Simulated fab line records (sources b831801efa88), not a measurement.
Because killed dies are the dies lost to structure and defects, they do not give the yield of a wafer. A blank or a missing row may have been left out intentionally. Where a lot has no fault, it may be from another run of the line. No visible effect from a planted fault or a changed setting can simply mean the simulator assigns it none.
Which of the tools did it? | flow gf180mcu | 12 lots, 36 wafers sampled, at 6 steps of a route of 602

== WHAT EACH GAUGE READ, for each wafer ==
GF_NWELL_OVL_MEAS_07.
lot  | measured    | on         | NWELL_OVL (nm)
L804 | day 3 23:50 | overlay-02 | -3.0 -2.9 -2.7
L805 | day 4 05:44 | overlay-02 | -0.2 -1.3 -0.3
L806 | day 4 10:26 | overlay-01 | -1.3 -3.0 -1.3
L808 | day 4 22:18 | overlay-01 | -0.9 -1.6 -1.6
L812 | day 5 18:53 | overlay-02 | -2.3 -1.6 -2.7
L813 | day 6 00:20 | overlay-02 | -2.6 -0.8 -1.0
L815 | day 6 12:27 | overlay-01 | -0.6 0.3 0.0
L818 | day 7 04:22 | overlay-02 | 0.4 -0.2 0.1
L820 | day 7 13:16 | overlay-02 | 2.2 -0.9 -0.2
L822 | day 8 02:24 | overlay-02 | -1.0 -2.1 -1.1
L823 | day 8 07:36 | overlay-02 | 2.1 1.5 -0.4
L824 | day 8 11:53 | overlay-02 | -0.1 -0.4 -1.8

GF_LVPWELL_TW_MEAS_11.
lot  | measured    | on           | LVPWELL_TW
L804 | day 4 13:56 | filmMetro-03 | 560 560 557
L805 | day 4 19:32 | filmMetro-01 | 563 561 562
L806 | day 5 01:07 | filmMetro-03 | 562 564 566
L808 | day 5 12:46 | filmMetro-03 | 565 566 564
L812 | day 6 10:02 | filmMetro-01 | 560 563 561
L813 | day 6 16:44 | filmMetro-03 | 558 557 557
L815 | day 7 04:21 | filmMetro-01 | 561 562 562
L818 | day 7 20:52 | filmMetro-03 | 561 543 558 563 541 562
L820 | day 8 06:22 | filmMetro-01 | 564 562 560
L822 | day 8 19:32 | filmMetro-01 | 556 563 561
L823 | day 9 01:06 | filmMetro-04 | 542 560 564 539 558 557
L824 | day 9 05:11 | filmMetro-01 | 557 562 563

GF_VT_IMPLANT_OVL_MEAS_18.
lot  | measured     | on         | VT_IMPLANT_01_OVL (nm)
L804 | day 7 00:37  | overlay-02 | -0.4 0.6 0.9
L805 | day 7 08:11  | overlay-02 | -1.0 -0.9 -0.1
L806 | day 7 14:04  | overlay-02 | 0.2 -0.6 0.6
L808 | day 8 02:11  | overlay-02 | -1.0 1.2 0.2
L812 | day 9 02:50  | overlay-02 | 0.9 -0.9 0.2
L813 | day 9 10:58  | overlay-01 | 0.7 -0.8 0.1
L815 | day 9 22:59  | overlay-02 | 1.9 1.1 1.7
L818 | day 10 17:21 | overlay-01 | 1.6 1.3 0.7
L820 | day 11 04:32 | overlay-02 | 1.2 1.8 -0.2
L822 | day 11 19:23 | overlay-02 | -1.2 -2.3 -2.8
L823 | day 12 02:30 | overlay-01 | 0.9 1.0 1.0
L824 | day 12 05:38 | overlay-01 | 1.1 -0.6 -0.7

GF_VT_IMPLANT_RS_MEAS_48: a four-point-probe measurement.
lot  | measured     | on           | LVPWELL_RS (ohm/sq)
L804 | day 8 09:57  | filmMetro-03 | 1200 1198 1201
L805 | day 8 18:10  | filmMetro-01 | 1190 1185 1186
L806 | day 8 23:44  | filmMetro-04 | 1200 1198 1200
L808 | day 9 13:02  | filmMetro-03 | 1199 1198 1196
L812 | day 10 15:13 | filmMetro-03 | 1202 1200 1198
L813 | day 10 23:16 | filmMetro-03 | 1196 1202 1196
L815 | day 11 11:10 | filmMetro-03 | 1204 1200 1199
L818 | day 12 07:35 | filmMetro-03 | 1194 1276 1194 1194 1278 1194
L820 | day 12 20:38 | filmMetro-04 | 1208 1201 1206
L822 | day 13 12:12 | filmMetro-01 | 1194 1195 1198
L823 | day 13 19:47 | filmMetro-03 | 1278 1196 1194 1276 1195 1195
L824 | day 13 22:53 | filmMetro-04 | 1199 1197 1195

== WHICH TOOL RAN EACH LOT (tool, then ch and the chambers of the sampled wafers, then the start) ==
lot  | GF_LVPWELL_IMPLANT_08          | GF_VT_IMPLANT_STRIP_09
L804 | implanter-04 ch 0, day 4 13:32 | plasmaAsher-02 ch 0,1, day 6 09:53
L805 | implanter-01 ch 0, day 4 19:08 | plasmaAsher-04 ch 0, day 6 17:05
L806 | implanter-03 ch 0, day 5 00:46 | plasmaAsher-02 ch 0,1, day 6 22:34
L808 | implanter-03 ch 0, day 5 12:23 | plasmaAsher-03 ch 0,1, day 7 10:02
L812 | implanter-01 ch 0, day 6 09:38 | plasmaAsher-04 ch 0,1, day 8 10:17
L813 | implanter-01 ch 0, day 6 16:20 | plasmaAsher-04 ch 0,1, day 8 17:43
L815 | implanter-01 ch 0, day 7 03:58 | plasmaAsher-02 ch 0,1, day 9 05:50
L818 | implanter-01 ch 0, day 7 20:28 | plasmaAsher-04 ch 0,1, day 9 23:20
L820 | implanter-03 ch 0, day 8 05:58 | plasmaAsher-04 ch 0,1, day 10 10:28
L822 | implanter-04 ch 0, day 8 19:09 | plasmaAsher-02 ch 0,1, day 11 00:31
L823 | implanter-01 ch 0, day 9 00:43 | plasmaAsher-04 ch 0,1, day 11 07:31
L824 | implanter-03 ch 0, day 9 04:48 | plasmaAsher-03 ch 0,1, day 11 10:46
- GF_LVPWELL_IMPLANT_08
- GF_VT_IMPLANT_STRIP_09: strips in O2/N2.

== AS READ BY THE TOOLS THEMSELVES (means over the sampled wafers that have a number; for cases with no such wafer, the mark the record gives instead) ==
GF_LVPWELL_IMPLANT_08.
lot  | tool         | beamOnS (s)
L804 | implanter-04 | 10.03
L805 | implanter-01 | 9.94
L806 | implanter-03 | 9.89
L808 | implanter-03 | 10.05
L812 | implanter-01 | 9.83
L813 | implanter-01 | 9.75
L815 | implanter-01 | 10.10
L818 | implanter-01 | 10.03
L820 | implanter-03 | 9.90
L822 | implanter-04 | 9.98
L823 | implanter-01 | 9.97
L824 | implanter-03 | 10.08

GF_VT_IMPLANT_STRIP_09.
lot  | tool           | drypumpMotorCurrentA (A) | heaterPowerW (W) | o2FlowSccm (sccm) | oesProductAu (a.u.) | stripTimeToEndpointS (s)
L804 | plasmaAsher-02 | 5.6                      | 365              | 2996              | 0.718               | 12.696
L805 | plasmaAsher-04 | 5.9                      | 329              | 2994              | 0.714               | 12.634
L806 | plasmaAsher-02 | 5.7                      | 330              | 2999              | 0.714               | 12.674
L808 | plasmaAsher-03 | 5.5                      | 354              | 2994              | 0.714               | 12.597
L812 | plasmaAsher-04 | 6.0                      | 332              | 2999              | 0.716               | 12.680
L813 | plasmaAsher-04 | 6.1                      | 329              | 2995              | 0.716               | 12.636
L815 | plasmaAsher-02 | 5.6                      | 335              | 3003              | 0.718               | 12.644
L818 | plasmaAsher-04 | 6.0                      | 324              | 3008              | 0.716               | 12.667
L820 | plasmaAsher-04 | 6.3                      | 328              | 2998              | 0.719               | 12.674
L822 | plasmaAsher-02 | 5.7                      | 331              | 3004              | 0.711               | 12.633
L823 | plasmaAsher-04 | 6.1                      | 323              | 3001              | 0.713               | 12.649
L824 | plasmaAsher-03 | 5.8                      | 359              | 2992              | 0.714               | 12.707

== THE ANSWER, worked out from the rows above alone ==
Rule: the usual values come from the lots themselves. Put in order of their means at a reading, lots are off if they are a third of the lots or fewer, leave a main group of 4 or more, and stand apart from it by a gap of 3 or more times the standard deviation of the main group's means; of several such gaps the widest counts. Not used: any main group whose means are identical at the precision the tables above print for the reading. A lot without any number at a reading at which 4 lots or more have one is off too. Any other lot the step has rows for is counted as sound. Order of review: gauges by route order, followed by the tools' own readings, for which a lot's mean as printed above is used. The first step at which some lot is off is used, and at that step the reading that is off furthest; a lot without a number counts as furthest.
Off: L818, L823, seen at GF_VT_IMPLANT_RS_MEAS_48 (LVPWELL_RS). For the main group the mean is 1198 ohm/sq and the standard deviation 4.4.
A tool fits if, at a process step before that reading, it ran every lot that is off, and no sound lot after the first of them. Those tools and the gauges at GF_VT_IMPLANT_RS_MEAS_48 are tried in the same way. 2 tools fit, implanter-01 at GF_LVPWELL_IMPLANT_08 and filmMetro-03 at GF_VT_IMPLANT_RS_MEAS_48, so this cannot tell which one it is.

== WHAT THE SIMULATOR HAD INSERTED ==
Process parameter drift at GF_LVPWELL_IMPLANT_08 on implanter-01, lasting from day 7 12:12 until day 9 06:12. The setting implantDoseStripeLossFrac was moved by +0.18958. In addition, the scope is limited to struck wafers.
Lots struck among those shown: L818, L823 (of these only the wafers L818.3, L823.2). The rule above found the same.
